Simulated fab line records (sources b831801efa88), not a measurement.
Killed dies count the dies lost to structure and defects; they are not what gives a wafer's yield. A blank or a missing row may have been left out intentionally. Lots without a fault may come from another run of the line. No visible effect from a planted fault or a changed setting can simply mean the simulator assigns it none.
Matching of chambers -- flow sky130 -- SKY_FIELD_ISO_ETCH_17 on rie-si-02 has 4 sister chambers
The step etches Si in HBr/Cl2/O2, target depth 342 nm, time 97.7 s. 4 wafers are shown with their chamber, then 11 later ones without.

WAFERS PAIRED WITH THEIR CHAMBERS
wafer,chamber,drypump-motor-current-A (A)
L085.1,1,6.2
L088.2,2,5.3
L088.6,3,5.8
L089.3,0,5.4

WAFERS MISSING THEIR CHAMBER
wafer,drypump-motor-current-A (A)
L089.4,6.2
L089.5,5.5
L090.2,5.3
L090.3,6.2
L090.4,5.8
L091.2,5.8
L091.4,6.2
L091.5,5.8
L095.1,6.1
L095.2,5.5
L095.3,5.8

THE CHAMBER EACH PASSED THROUGH
wafer,from the rows above,in truth
L089.4,1,1
L089.5,can't be placed: 0 or 2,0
L090.2,can't be placed: 2 or 0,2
L090.3,1,1
L090.4,3,3
L091.2,3,3
L091.4,1,1
L091.5,3,3
L095.1,1,1
L095.2,can't be placed: 0 or 2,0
L095.3,3,3
8 of 11 placed correctly. Cannot be placed on the basis of these rows: 3; the candidates contain the true chamber in 3. 0 placed wrongly.
How it was worked out, from the rows above alone: a wafer's distance from a chamber is the root of the sum, over the readings, of the square of ((its reading less the chamber's mean) divided by the reading's scatter). The wafer belongs to the nearest chamber; if the next one is less than 2 further off, it can't be placed. The mean given for a chamber averages the wafers shown for that chamber. The scatter: root of mean squared gap, hidden wafer to nearest shown wafer, with one shown wafer a chamber.
